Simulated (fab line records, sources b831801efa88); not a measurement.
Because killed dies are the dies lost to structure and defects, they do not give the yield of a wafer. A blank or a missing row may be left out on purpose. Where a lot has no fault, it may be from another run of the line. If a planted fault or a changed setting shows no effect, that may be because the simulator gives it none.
fab line records | flow sky130
[record] lots = 6 wafers = 18 last-day = 50
route steps=708 shown CAP2M@613 METAL4@621 PAD_OPEN@708
lots untouched by any fault: they come from a run of this same line in which no faults occurred
start-h: hours from the record's first day to the start of the lot's first wafer shown | wait-h: hours from the lot's prior step to this one | " unchanged from the row above | L1.1+2: one row covering several wafers at once | - value missing, or start not given | * or withheld: withheld | < > ~ a bound
route shown NAME@n: NAME is a module with steps in the file, n the number in the route of the first one | usual: mean/standard deviation taken from wafers without a fault | same: alike in all rows | chamber/n: place in a boat | sites: each site's reading | _std_site: standard deviation of those values | _edge_site: outer sites' mean less inner sites' | radius-mm: how far each site lies from the wafer's centre | mask NAME#n: copy n | behind: tool/chamber where the wafer was last shaped | hold: why the lot went on hold/how many hours it stayed there/how the hold came to an end | device: which transistor (n, p or np) failed to switch | end of line: the tests these same wafers got at the end of their route | where a step has no rows: the recipe by itself | killed: at the first sort, the dies lost to defects and structure; wafer yield is something else | map: shows each die of a wafer: x if killed, . if not, _ if none is there
set.NAME: the setting as run; set.NAME@STEP: as run at that earlier step | model.NAME: the simulator's own value behind a step, which no gauge read
certain route steps with their lots: each step a table, each wafer a row
services: the hour from which a tool's chamber was out of use, counted from the record's first day as start-h (under 0 if before that day), plus the number of hours and why
[[steps]]
[step SKY_CAP2M_PEB_10]
[recipe] temp-c = withheld time-s = * resist = NOVOLAK
[step SKY_CAP2M_DEVELOP_11]
[recipe] resist = NOVOLAK developer = TMAH develop-time-s = 60 dev-temp-c = 23
[step SKY_CAP2M_OVL_MEAS_12]
[usual] CAP2M_OVL = -0.4/1.7
// columns lot.wafer tool chamber start-h wait-h CAP2M_OVL[nm]
L872.1 overlay-02 - 982.35 0.1 -1.4
L872.3 " - " " -1.6
L872.6 " - " " -1.3
L883.2 overlay-01 - 1054.84 0.1 -0.6
L883.4 " - " " -1.2
L883.5 " - " " -1.0
L885.1 overlay-02 - 1071.68 0.1 0.4
L885.3 " - " " 2.1
L885.4 " - " " 2.8
L886.2 overlay-01 - 1073.45 0.1 1.1
L886.3 " - " " 0.4
L886.6 " - " " 0.0
L890.1 overlay-02 - 1090.20 0.1 -2.2
L890.4 " - " " -1.9
L890.6 " - " " -1.8
L893.1 overlay-01 - 1108.50 0.1 -1.9
L893.5 " - " " 1.5
L893.6 " - " " -1.4
[step SKY_CAP2M_METAL_ETCH_13]
[recipe] target-depth-nm = 220 stop-on = SiO2 chemistry = Cl2/BCl3 target = TiN pressure-mtorr = 10 icp-w = 900 bias-w = 48.5 Cl2_flow_sccm = 60 bcl3-flow-sccm = 30 time-s = 62.9
[usual] drypump-motor-current-A = 6.0/0.34 oes-product-au = 0.940/0.0091 throttle-valve-pct = 21.903/0.011
// columns lot.wafer tool chamber start-h wait-h drypump-motor-current-A oes-product-au rf-hours-counter-h throttle-valve-pct
L872.1 rie-metal-01 1 982.39 0.0 6.0 0.943 13 21.899
L872.3 " 1 " " 6.0 0.933 - 21.911
L872.6 " 0 " " 6.0 0.940 - 21.890
L883.2 rie-metal-03 0 1054.87 0.0 5.6 0.933 11 21.919
L883.4 " 0 " " 5.7 0.933 - 21.901
L883.5 " 0 " " 5.6 0.940 - 21.899
L885.1 rie-metal-02 1 1071.72 0.0 5.8 0.945 6 21.896
L885.3 " 0 " " 6.6 0.936 - 21.913
L885.4 " 1 " " 5.8 0.934 - 21.895
L886.2 rie-metal-01 1 1073.48 0.0 6.0 0.919 18 21.941
L886.3 " 0 " " 6.0 0.942 - 21.910
L886.6 " 0 " " 6.0 0.924 - 21.915
L890.1 rie-metal-03 1 1090.23 0.0 6.2 0.931 19 21.911
L890.4 " 1 " " 6.1 0.921 - 21.911
L890.6 " 1 " " 6.2 0.930 - 21.898
L893.1 rie-metal-03 0 1108.53 0.0 5.6 0.934 14 21.917
L893.5 " 1 " " 6.2 0.945 - 21.896
L893.6 " 0 " " 5.6 0.937 - 21.900
[step SKY_CAP2M_STRIP_14]
[recipe] chemistry = O2/N2 power-w = 1400 pressure-mtorr = 1500 platen-temp-c = withheld o2-flow-sccm = 3000 n2-flow-sccm = 300 overash-fraction = 0.5
[usual] drypump-motor-current-A = 5.8/0.33 oes-product-au = 0.711/0.0045 strip-time-to-endpoint-s = 12.63/0.055
// columns lot.wafer tool chamber start-h wait-h drypump-motor-current-A oes-product-au rf-hours-counter-h strip-time-to-endpoint-s
L872.1 plasma-asher-04 0 982.47 0.1 6.0 0.710 82 12.62
L872.3 " 0 " " 6.0 0.709 - 12.60
L872.6 " 1 " " 5.7 0.710 - 12.64
L883.2 plasma-asher-01 0 1054.94 0.1 6.3 0.720 32 12.63
L883.4 " 1 " " 5.4 0.705 - 12.68
L883.5 " 1 " " 5.4 0.707 - 12.64
L885.1 plasma-asher-04 0 1071.79 0.1 6.0 0.707 91 12.63
L885.3 " 0 " " 6.0 0.712 - 12.59
L885.4 " 1 " " 5.7 0.714 - 12.56
L886.2 plasma-asher-04 0 1073.59 0.1 6.0 0.704 91 12.63
L886.3 " 0 " " 6.0 0.712 - 12.70
L886.6 " 0 " " 6.0 0.710 - 12.65
L890.1 plasma-asher-02 1 1090.31 0.1 5.8 0.712 57 12.64
L890.4 " 0 " " 5.6 0.719 - 12.68
L890.6 " 1 " " 5.8 0.714 - 12.67
L893.1 plasma-asher-01 1 1108.61 0.1 5.4 0.708 38 12.70
L893.5 " 1 " " 5.4 0.716 - 12.60
L893.6 " 0 " " 6.3 0.717 - 12.70
[step SKY_CAP2M_STRIP_15]
[recipe] chemistry = post-etch-residue-remover time-s = 1200 temp-c = 72.5
[step SKY_CAP2M_CLEAN_16]
[recipe] chemistry = IPA time-s = 180 temp-c = 25
[step SKY_CAP2M_CLEAN_17]
[recipe] chemistry = O3/DIW dry = n2-spin
[step SKY_METAL4_DEHYDRATE_05]
[recipe] temp-c = 200 time-s = 60
[step SKY_METAL4_HMDS_06]
[recipe] prime-time-s = 60 prime-temp-c = 120
[step SKY_METAL4_COAT_07]
[recipe] resist = BARC temp-c = withheld time-s = withheld spin-rpm = 3000 resist-thk-nm = 60
[step SKY_METAL4_COAT_08]
[recipe] resist = KrF-thick spin-rpm = 3000 resist-thk-nm = 1140
[step SKY_METAL4_SOFTBAKE_09]
[recipe] temp-c = 100 time-s = 90 resist = KrF-thick
[usual] heater-power-total-W = 57.36/0.12 plate-temp-C = 100.01/0.12
// columns lot.wafer tool chamber start-h wait-h heater-power-total-W plate-temp-C
L872.1 litho-track-04 0 994 - 57.15 99.88
L872.3 " 0 " " 57.48 99.86
L872.6 " 0 " " 57.37 99.97
L883.2 litho-track-01 0 1066 - 57.43 100.03
L883.4 " 0 " " 57.54 100.17
L883.5 " 0 " " 57.37 100.12
L885.1 litho-track-01 0 1082 - 59.59 102.65
L885.3 " 0 " " 59.38 102.60
L885.4 " 0 " " 59.35 102.63
L886.2 litho-track-02 0 1084 - 57.28 100.01
L886.3 " 0 " " 57.33 100.02
L886.6 " 0 " " 57.49 99.82
L890.1 litho-track-01 0 1101 - 59.24 102.76
L890.4 " 0 " " 59.26 102.60
L890.6 " 0 " " 59.46 102.71
L893.1 litho-track-02 0 1119 - 57.35 100.09
L893.5 " 0 " " 57.49 99.90
L893.6 " 0 " " 57.23 100.05
[step SKY_METAL4_EXPOSE_10]
[recipe] mask-id = MM4 na = 0.68 source-shape = annular sigma-inner = 0.4 sigma-outer = 0.8 target-cd-nm = 300 dose-mj = 28.53
[step SKY_PAD_OPEN_PROBE_99]
[usual] defect-limited-yield = 82.4/1.9 killed_at_M0_to_M3 = 43/7.5 killed_at_M4_up = 3.2/1.9 killed-at-contacts = 24/4.9 killed-at-front-end = 15/4.3 killed-at-other = 0.4/0.72 killed-dies = 86/9.1 killed-open = 47/6.5 killed-short = 39/6.5 sort_bin_3_pad_short = 0.9/0.43 sort_bin_5_function = 10.4/1.3 sort_bin_6_memory = 6.3/1.2 sort-n-pass = 406/9.1 sort-yield-pct = 82.4/1.9
[same] gross-dies = 492 killed-at-back-side = 0 sort_bin_4_leakage[%] = 0 sort_bin_8_speed[%] = 0
// columns lot.wafer tool chamber start-h wait-h defect-limited-yield[%] killed_at_M0_to_M3 killed_at_M4_up killed-at-contacts killed-at-front-end killed-at-other killed-dies killed-open killed-short sort_bin_3_pad_short[%] sort_bin_5_function[%] sort_bin_6_memory[%] sort-n-pass sort-yield-pct[%]
L872.1 prober-02 - 1100.95 0.1 84.3 43 5 17 12 0 77 45 32 0.2 10.2 5.3 415 84.3
L872.3 prober-02 - 1101.05 0.2 81.1 53 4 25 11 0 93 57 36 1.2 12.2 5.5 399 81.1
L872.6 prober-02 - 1101.20 0.2 81.9 46 3 28 12 0 89 45 44 1.0 9.1 7.9 403 81.9
L883.2 prober-01 - 1162.47 0.1 80.9 47 3 25 19 0 94 49 45 1.0 11.8 6.3 398 80.9
L883.4 prober-01 - 1162.57 0.2 79.1 48 3 26 26 0 103 61 42 1.0 11.8 8.1 389 79.1
L883.5 prober-01 - 1162.62 0.2 82.5 40 0 24 21 1 86 49 37 1.0 11.8 4.7 406 82.5
L885.1 prober-02 - 1174.67 0.1 80.9 50 3 29 12 0 94 50 44 1.4 9.6 8.1 398 80.9
L885.3 prober-02 - 1174.77 0.2 85.4 37 4 21 9 1 72 39 32 0.6 10.0 4.1 420 85.4
L885.4 prober-02 - 1174.82 0.2 81.9 49 7 21 12 0 89 54 33 1.2 10.4 6.5 403 81.9
L886.2 prober-02 - 1176.35 0.1 82.3 55 5 16 11 0 87 51 36 0.8 9.8 7.1 405 82.3
L886.3 prober-02 - 1176.40 0.2 82.7 33 5 27 20 0 85 49 36 0.6 10.6 6.1 407 82.7
L886.6 prober-02 - 1176.55 0.2 82.3 42 4 25 15 1 87 57 30 1.0 9.8 6.9 405 82.3
L890.1 prober-01 - 1191.11 0.1 86.0 25 1 27 16 0 69 42 27 0.4 10.4 3.3 423 86.0
L890.4 prober-01 - 1191.26 0.2 84.6 43 3 20 10 0 76 40 36 0.8 9.6 5.1 416 84.6
L890.6 prober-01 - 1191.36 0.2 80.5 57 3 23 13 0 96 48 44 1.0 11.8 6.7 396 80.5
// killed by level:class
L872.1 CONTACT:geometric-particle:open=10 VIA1:geometric-particle:open=9 VIA3:geometric-particle:open=8 FIELD_ISO:geometric-particle:open=6 METAL2:geometric-particle:short=5 VIA1:geometric-particle:short=5 LI_CONTACT:geometric-particle:open=4 METAL4:geometric-particle:short=4
L872.3 VIA1:geometric-particle:open=17 CONTACT:geometric-particle:open=15 METAL2:geometric-particle:short=10 FIELD_ISO:geometric-particle:short=5 LI_CONTACT:geometric-particle:open=5 POLY_GATE:geometric-particle:short=5 VIA2:geometric-particle:open=5 VIA3:geometric-particle:open=5
L872.6 METAL2:geometric-particle:short=9 CONTACT:geometric-particle:short=9 LI_CONTACT:geometric-particle:open=8 VIA1:geometric-particle:open=7 CONTACT:geometric-particle:open=7 VIA2:geometric-particle:open=6 VIA2:geometric-particle:short=5 VIA3:geometric-particle:open=5
L883.2 CONTACT:geometric-particle:open=12 VIA2:geometric-particle:open=10 METAL1:geometric-particle:short=9 LOCAL_INTERCONNECT:geometric-particle:short=7 VIA1:geometric-particle:open=7 METAL3:geometric-particle:short=6 POLY_GATE:geometric-particle:open=5 METAL2:geometric-particle:short=5
L883.4 CONTACT:geometric-particle:open=12 VIA1:geometric-particle:open=11 LI_CONTACT:geometric-particle:open=7 METAL2:geometric-particle:short=7 POLY_GATE:geometric-particle:open=6 VIA2:geometric-particle:open=6 FIELD_ISO:geometric-particle:open=5 POLY_GATE:geometric-particle:short=5
L883.5 CONTACT:geometric-particle:open=11 VIA2:geometric-particle:open=7 VIA1:geometric-particle:short=6 LOCAL_INTERCONNECT:geometric-particle:short=6 METAL1:geometric-particle:short=6 VIA1:geometric-particle:open=6 VIA3:geometric-particle:open=6 FIELD_ISO:geometric-particle:short=5
L885.1 VIA1:geometric-particle:open=12 VIA2:geometric-particle:open=7 LI_CONTACT:geometric-particle:open=7 CONTACT:geometric-particle:open=7 CONTACT:geometric-particle:short=7 METAL1:geometric-particle:short=6 METAL2:geometric-particle:short=5 VIA3:geometric-particle:open=5
L885.3 VIA2:geometric-particle:open=9 CONTACT:geometric-particle:open=8 CONTACT:geometric-particle:short=6 METAL1:geometric-particle:short=5 FIELD_ISO:geometric-particle:open=4 METAL2:geometric-particle:short=4 VIA1:geometric-particle:open=4 VIA3:geometric-particle:open=4
L885.4 VIA1:geometric-particle:open=13 LI_CONTACT:geometric-particle:open=11 VIA2:geometric-particle:open=7 CONTACT:geometric-particle:open=5 METAL4:geometric-particle:short=5 METAL2:geometric-particle:short=5 VIA3:geometric-particle:open=5 FIELD_ISO:geometric-particle:open=4
L886.2 VIA1:geometric-particle:open=14 METAL2:geometric-particle:short=9 VIA2:geometric-particle:open=7 CONTACT:geometric-particle:open=6 LI_CONTACT:geometric-particle:open=6 VIA1:geometric-particle:short=6 POLY_GATE:geometric-particle:short=4 VIA3:geometric-particle:open=4
L886.3 VIA1:geometric-particle:open=10 CONTACT:geometric-particle:open=10 LI_CONTACT:geometric-particle:open=7 FIELD_ISO:geometric-particle:open=6 FIELD_ISO:geometric-particle:short=6 METAL4:geometric-particle:short=5 POLY_GATE:geometric-particle:short=4 METAL3:geometric-particle:short=4
L886.6 VIA1:geometric-particle:open=12 LI_CONTACT:geometric-particle:open=9 VIA2:geometric-particle:open=9 CONTACT:geometric-particle:open=8 VIA3:geometric-particle:open=7 POLY_GATE:geometric-particle:open=5 METAL1:geometric-particle:short=4 LI_CONTACT:geometric-particle:short=4
L890.1 CONTACT:geometric-particle:open=9 FIELD_ISO:geometric-particle:open=8 LI_CONTACT:geometric-particle:open=7 VIA1:geometric-particle:open=6 CONTACT:geometric-particle:short=6 FIELD_ISO:geometric-particle:short=4 VIA3:geometric-particle:open=4 POLY_GATE:geometric-particle:short=3
L890.4 VIA1:geometric-particle:open=9 VIA3:geometric-particle:open=9 CONTACT:geometric-particle:short=7 LI_CONTACT:geometric-particle:open=5 CONTACT:geometric-particle:open=5 METAL1:geometric-particle:short=5 VIA1:geometric-particle:short=4 VIA2:geometric-particle:short=4
L890.6 VIA1:geometric-particle:open=13 CONTACT:geometric-particle:open=11 VIA1:geometric-particle:short=9 METAL1:geometric-particle:short=8 VIA3:geometric-particle:open=6 METAL2:geometric-particle:short=6 VIA2:geometric-particle:open=6 LI_CONTACT:geometric-particle:open=4
[[services]]
// columns tool chamber start-h hours kind
plasma-asher-02 - 975.36 0.6 repair
rie-metal-02 - 977.29 10.0 pm
plasma-asher-01 - 1017.71 6.1 repair
plasma-asher-04 - 1036.06 6.7 pm
rie-metal-02 0 1046.68 10.3 repair
litho-track-01 - 1091.04 - consumable-replace:filter
plasma-asher-01 - 1119.01 2.8 pm
[[key]]
[first-sign] step = SKY_METAL4_SOFTBAKE_09 reading = plate-temp-C direction = up sigmas = 22 usual = * struck = *
[effect] step = SKY_METAL4_SOFTBAKE_09 reading = heater-power-total-W direction = up sigmas = 17 usual = * struck = *
met-at SKY_METAL4_SOFTBAKE_09
struck-wafers L885.1,L885.3,L885.4,L890.1,L890.4,L890.6
[loop-trim] step = SKY_METAL4_EXPOSE_10 setting = dose lots = L890
onset-between 1066 1082
[fault] kind = process-parameter-drift tool = litho-track-01 chamber = - onset-h = 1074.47 steps = SKY_METAL4_SOFTBAKE_09 channel = temp-c offset = * shape = step end-h = 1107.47 acts-in = * stated = *
// loop-trim: a control loop set the setting to another value than it would have without faults
